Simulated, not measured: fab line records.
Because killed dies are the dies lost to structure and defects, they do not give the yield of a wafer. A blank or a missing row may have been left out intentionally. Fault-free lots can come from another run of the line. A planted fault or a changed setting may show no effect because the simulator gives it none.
Struck lot and sound lot, side by side + flow sky130 + 43 steps out of a route of 708
Sound: wafers L165.2, L165.3, L165.6. Struck: wafer L175.6 (left out: L175.3, L175.5 of the same lot, which were not struck); the cause appears at the end.
At each step with rows: each side's tool, then ch and its chambers, then its first start. Under that, the readings that differ: sound wafers + struck wafers + difference of the means + sigmas: that difference in standard deviations of wafers without a fault.
alike: same words and numbers on both sides, and readings whose means sit less than 2 such deviations apart. not compared: any withheld reading, any reading some wafer has no value for, any bound like >300 that may hide the same value, and any number with overlapping values for which the record gives no deviation.
Wherever a step has rows on one side only, a row that says differs or no value, or a row with sigmas, the two part there. Numbers that have no deviation but don't overlap get no sigmas and don't part them. A reading that every wafer of one side lacks parts them only if that side has two wafers or more.

first, 7 steps without rows for these wafers: SKY_POLY_GATE_HMDS_06 (prime time 60 s); SKY_POLY_GATE_COAT_07 (resist thk 110 nm); SKY_POLY_GATE_COAT_08 (resist thk 450 nm); SKY_POLY_GATE_SOFTBAKE_09 (time 90 s); SKY_POLY_GATE_EXPOSE_10 (exposes mask P1M, target cd 150 nm); SKY_POLY_GATE_PEB_11; SKY_POLY_GATE_DEVELOP_12 (develop time 60 s).
SKY_POLY_GATE_CD_MEAS_13: the cd target is 150 nm.
  sound on cd-sem-02 at day 17 12:16; struck on cd-sem-02 at day 21 08:15
  alike: cd-nm
SKY_POLY_GATE_OVL_MEAS_14:
  sound on overlay-02 at day 17 12:23; struck on overlay-02 at day 21 08:20
  alike: POLY_GATE_OVL
SKY_POLY_GATE_ETCH_15: etches BARC in N2/H2, stops on SiO2, time 118.5 s, target depth 110 nm.
  sound on rie-diel-02 ch 0,1, day 17 12:25; struck on rie-diel-02 ch 2, day 21 08:22
  alike: bias-w, drypump-motor-current-A, oes-product-au, throttle-valve-pct
  not compared: rf-hours-counter-h
SKY_POLY_GATE_ETCH_16: etches Si3N4 in CH3F/O2, stops on poly-Si, time 147.5 s, target depth 75 nm.
  sound on rie-diel-02 ch 0,1, day 17 12:29; struck on rie-diel-02 ch 2, day 21 08:27
  alike: bias-w, drypump-motor-current-A, oes-product-au, throttle-valve-pct
  not compared: rf-hours-counter-h
SKY_POLY_GATE_ETCH_17: etches poly-Si in HBr/Cl2, stops on SiO2, target depth 180 nm, time 70.5 s.
  sound on rie-si-02 ch 0,1,2, day 17 12:35; struck on rie-si-02 ch 0, day 21 08:32
  alike: bias-w, drypump-motor-current-A, oes-product-au, throttle-valve-pct
  not compared: rf-hours-counter-h
SKY_POLY_GATE_STRIP_18: strips in O2/N2.
  sound on plasma-asher-03 ch 1, day 17 12:38; struck on plasma-asher-03 ch 1, day 21 08:38
| reading                      | sound          | struck | difference | sigmas |
|------------------------------|----------------|--------|------------|--------|
| strip-time-to-endpoint-s (s) | 3.20 3.18 3.21 | 3.10   | -0.10      | -2     |
  alike: drypump-motor-current-A, oes-product-au
  not compared: rf-hours-counter-h
then, 2 steps without rows for these wafers: SKY_POLY_GATE_CLEAN_19 (cleans in SC1/SC2, time 150 s); SKY_POLY_GATE_OXIDATION_20 (stabilise 600 s, purge 300 s, target thk 4 nm).
SKY_POLY_GATE_THK_MEAS_21:
  sound on film-metro-04 at day 17 15:10; struck on film-metro-04 at day 21 10:17
  alike: POLY_GATE_OXIDATION_THK
SKY_POLY_GATE_CD_MEAS_22:
  sound on cd-sem-01 at day 17 15:15; struck on cd-sem-01 at day 21 10:23
  alike: cd-nm
then, 7 steps without rows for these wafers: SKY_LDD_N_DEHYDRATE_00 (time 60 s); SKY_LDD_N_HMDS_01 (prime time 60 s); SKY_LDD_N_COAT_02 (resist thk 300 nm); SKY_LDD_N_SOFTBAKE_03 (time 60 s); SKY_LDD_N_EXPOSE_04 (exposes mask NTM, target cd 840 nm); SKY_LDD_N_PEB_05; SKY_LDD_N_DEVELOP_06 (develop time 60 s).
SKY_LDD_N_OVL_MEAS_07:
  sound on overlay-01 at day 18 21:31; struck on overlay-01 at day 22 18:05
  alike: LDD_N_OVL
then, 8 steps without rows for these wafers: SKY_LDD_N_IMPLANT_08; SKY_LDD_N_IMPLANT_09; SKY_LDD_N_IMPLANT_10; SKY_LDD_N_IMPLANT_11; SKY_LDD_N_IMPLANT_12; SKY_LDD_N_IMPLANT_13; SKY_LDD_N_IMPLANT_14; SKY_LDD_N_IMPLANT_15.
SKY_LDD_N_STRIP_16: strips in O2/N2.
  sound on plasma-asher-02 ch 0,1, day 18 22:45; struck on plasma-asher-02 ch 1, day 22 19:21
  alike: drypump-motor-current-A, oes-product-au, strip-time-to-endpoint-s
  not compared: rf-hours-counter-h
SKY_LDD_N_TW_MEAS_17:
  sound on film-metro-02 at day 18 22:52; struck on film-metro-04 at day 22 19:26
  alike: LDD_N_TW
then, 7 steps without rows for these wafers: SKY_LDD_P_DEHYDRATE_00 (time 60 s); SKY_LDD_P_HMDS_01 (prime time 60 s); SKY_LDD_P_COAT_02 (resist thk 1140 nm); SKY_LDD_P_SOFTBAKE_03 (time 60 s); SKY_LDD_P_EXPOSE_04 (exposes mask PSDM, target cd 380 nm); SKY_LDD_P_PEB_05; SKY_LDD_P_DEVELOP_06 (develop time 60 s).
-- record jumps: 27 days separate the struck wafers' starts on either side; left off in module LDD_P, taken up again in module PAD_OPEN, whose first shown step is the route's number 708 --
SKY_PAD_OPEN_PROBE_99:
  the record has rows for the struck wafers here (prober-02, day 49 09:01) and none for the sound ones

== WHERE THEY PART ==
Last at SKY_PAD_OPEN_PROBE_99 as far as this record goes, first at SKY_POLY_GATE_STRIP_18.

WHY: the cause the simulator had injected
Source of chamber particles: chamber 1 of plasma-asher-03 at SKY_POLY_GATE_STRIP_18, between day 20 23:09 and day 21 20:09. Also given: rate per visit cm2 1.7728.
